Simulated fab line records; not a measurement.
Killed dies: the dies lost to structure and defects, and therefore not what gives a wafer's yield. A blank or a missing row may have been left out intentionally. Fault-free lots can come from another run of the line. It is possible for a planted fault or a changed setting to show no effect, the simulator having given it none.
Which tool was responsible? | flow sky130 | 13 lots, 39 wafers sampled, at 5 steps of a route of 708

WHAT EACH GAUGE READ, for each wafer
SKY_NWELL_TW_MEAS_15.
lot  | measured     | on           | NWELL_TW
L662 | day 4 19:33  | filmMetro-01 | 1815 1820 1816
L663 | day 5 03:28  | filmMetro-02 | 1819 1815 1811
L664 | day 5 07:37  | filmMetro-02 | 1811 1803 1804
L665 | day 5 14:32  | filmMetro-02 | 1812 1814 1811
L668 | day 6 07:20  | filmMetro-02 | 1808 1806 1805
L669 | day 6 12:50  | filmMetro-01 | 1854 1850 1846
L672 | day 7 03:32  | filmMetro-03 | 1840 1851 1851
L679 | day 9 02:28  | filmMetro-02 | 1817 1816 1810
L680 | day 9 06:30  | filmMetro-01 | 1841 1846 1843
L681 | day 9 12:52  | filmMetro-02 | 1817 1820 1821
L682 | day 9 21:51  | filmMetro-01 | 1855 1851 1849
L683 | day 10 03:02 | filmMetro-03 | 1855 1852 1852
L684 | day 10 12:02 | filmMetro-02 | 1798 1813 1804

SKY_NWELL_TW_MEAS_26.
lot  | measured     | on           | NWELL_2_TW
L662 | day 5 13:18  | filmMetro-02 | 493 494 493
L663 | day 5 21:28  | filmMetro-02 | 495 496 493
L664 | day 6 00:56  | filmMetro-01 | 504 505 506
L665 | day 6 08:20  | filmMetro-02 | 493 495 494
L668 | day 7 02:23  | filmMetro-01 | 507 506 507
L669 | day 7 08:08  | filmMetro-03 | 505 507 506
L672 | day 7 23:08  | filmMetro-02 | 495 490 493
L679 | day 10 00:19 | filmMetro-03 | 504 504 506
L680 | day 10 04:50 | filmMetro-02 | 494 495 495
L681 | day 10 11:29 | filmMetro-03 | 504 503 503
L682 | day 10 20:21 | filmMetro-02 | 494 491 490
L683 | day 11 01:14 | filmMetro-03 | 504 503 506
L684 | day 11 12:08 | filmMetro-01 | 507 507 507

SKY_VT_ADJUST_LVTN_TW_MEAS_10.
lot  | measured     | on           | VT_ADJUST_LVTN_TW
L662 | day 7 02:45  | filmMetro-03 | 245.5 245.0 246.5
L663 | day 7 11:57  | filmMetro-04 | 241.8 242.9 242.5
L664 | day 7 16:34  | filmMetro-01 | 247.0 246.9 245.7
L665 | day 8 00:02  | filmMetro-03 | 245.8 245.5 245.7
L668 | day 8 19:11  | filmMetro-03 | 246.4 246.3 247.5
L669 | day 9 01:49  | filmMetro-03 | 275.0 273.6 274.6
L672 | day 9 17:56  | filmMetro-03 | 275.4 272.5 275.8
L679 | day 11 23:44 | filmMetro-03 | 245.1 245.6 246.0
L680 | day 12 04:23 | filmMetro-04 | 240.6 240.1 241.3
L681 | day 12 11:25 | filmMetro-04 | 241.5 241.9 241.2
L682 | day 12 21:42 | filmMetro-03 | 243.5 243.3 244.9
L683 | day 13 03:14 | filmMetro-04 | 241.2 240.6 240.9
L684 | day 13 15:19 | filmMetro-03 | 245.4 245.8 246.2

SKY_VT_ADJUST_PCH_TW_MEAS_10.
lot  | measured     | on           | VT_ADJUST_PCH_TW
L662 | day 10 14:40 | filmMetro-04 | 143.4 142.1 142.2
L663 | day 11 02:53 | filmMetro-03 | 144.5 145.9 144.1
L664 | day 11 06:38 | filmMetro-02 | 142.7 142.0 141.9
L665 | day 11 17:32 | filmMetro-03 | 144.8 144.6 144.9
L668 | day 12 15:16 | filmMetro-04 | 143.4 143.1 143.3
L669 | day 12 22:31 | filmMetro-04 | 143.9 143.7 142.5
L672 | day 13 17:45 | filmMetro-04 | 142.2 143.5 141.2
L679 | day 16 08:50 | filmMetro-04 | 144.1 142.6 142.3
L680 | day 16 14:47 | filmMetro-02 | 142.0 141.8 141.6
L681 | day 16 21:55 | filmMetro-02 | 142.0 141.7 141.9
L682 | day 17 08:30 | filmMetro-03 | 145.7 145.9 146.5
L683 | day 17 16:06 | filmMetro-03 | 145.6 145.6 145.7
L684 | day 18 05:52 | filmMetro-02 | 142.4 141.5 142.5

EACH LOT AND THE TOOL THAT RAN IT (in order: tool; ch and the chambers of the sampled wafers; start)
lot  | SKY_VT_ADJUST_LVTN_IMPLANT_08
L662 | implanter-02 ch 0, day 7 02:32
L663 | implanter-02 ch 0, day 7 11:44
L664 | implanter-01 ch 0, day 7 16:19
L665 | implanter-01 ch 0, day 7 23:48
L668 | implanter-04 ch 0, day 8 18:56
L669 | implanter-04 ch 0, day 9 01:34
L672 | implanter-04 ch 0, day 9 17:42
L679 | implanter-01 ch 0, day 11 23:29
L680 | implanter-02 ch 0, day 12 04:09
L681 | implanter-01 ch 0, day 12 11:10
L682 | implanter-04 ch 0, day 12 21:30
L683 | implanter-04 ch 0, day 13 02:59
L684 | implanter-02 ch 0, day 13 15:04
- SKY_VT_ADJUST_LVTN_IMPLANT_08

WHAT THE TOOLS THEMSELVES READ (means of the sampled wafers that have a number; where no wafer has one, the mark that the record gives instead)
SKY_VT_ADJUST_LVTN_IMPLANT_08.
lot  | tool         | doseIonsCm2 | faradayCurrentUA
L662 | implanter-02 | 1.5686e+12  | 8.93
L663 | implanter-02 | 1.5676e+12  | 8.60
L664 | implanter-01 | 1.5686e+12  | 8.82
L665 | implanter-01 | 1.5713e+12  | 8.96
L668 | implanter-04 | 1.5719e+12  | 8.84
L669 | implanter-04 | 2.3091e+12  | 12.93
L672 | implanter-04 | 2.3078e+12  | 13.16
L679 | implanter-01 | 1.5712e+12  | 8.71
L680 | implanter-02 | 1.5730e+12  | 8.83
L681 | implanter-01 | 1.5713e+12  | 8.98
L682 | implanter-04 | 1.5722e+12  | 8.93
L683 | implanter-04 | 1.5726e+12  | 8.87
L684 | implanter-02 | 1.5698e+12  | 8.91

THE ANSWER, worked out from the rows above alone
Rule: what is usual is taken from the lots themselves. The widest of any qualifying gaps counts: lots, ordered by their means at a reading, are off when they make up no more than a third of the lots, leave a main group of 4 or more, and stand apart from it by 3 or more times the standard deviation of that group's means. Not used: any main group whose means are identical at the precision the tables above print for the reading. Also off: a lot with no number at a reading for which 4 or more lots have one. The other lots that the step has rows for count as sound. The gauges are gone through in route order, then the tools' own readings, and for those a lot's mean is taken as printed above. The first step at which some lot is off is used, and at that step the reading that is off furthest; a lot without a number counts as furthest.
Off: L669, L672, at SKY_VT_ADJUST_LVTN_TW_MEAS_10 (VT_ADJUST_LVTN_TW). Main group: mean 244.1, sd 2.2.
If a tool, at a process step before that reading, ran all the lots that are off and no sound lot after the first of them, it fits. The gauges at SKY_VT_ADJUST_LVTN_TW_MEAS_10 aren't tried: what is off there is off at SKY_VT_ADJUST_LVTN_IMPLANT_08 too, on other tools, and a gauge's error can't cause that. No candidate that was tried fits.

WHAT THE SIMULATOR PUT IN
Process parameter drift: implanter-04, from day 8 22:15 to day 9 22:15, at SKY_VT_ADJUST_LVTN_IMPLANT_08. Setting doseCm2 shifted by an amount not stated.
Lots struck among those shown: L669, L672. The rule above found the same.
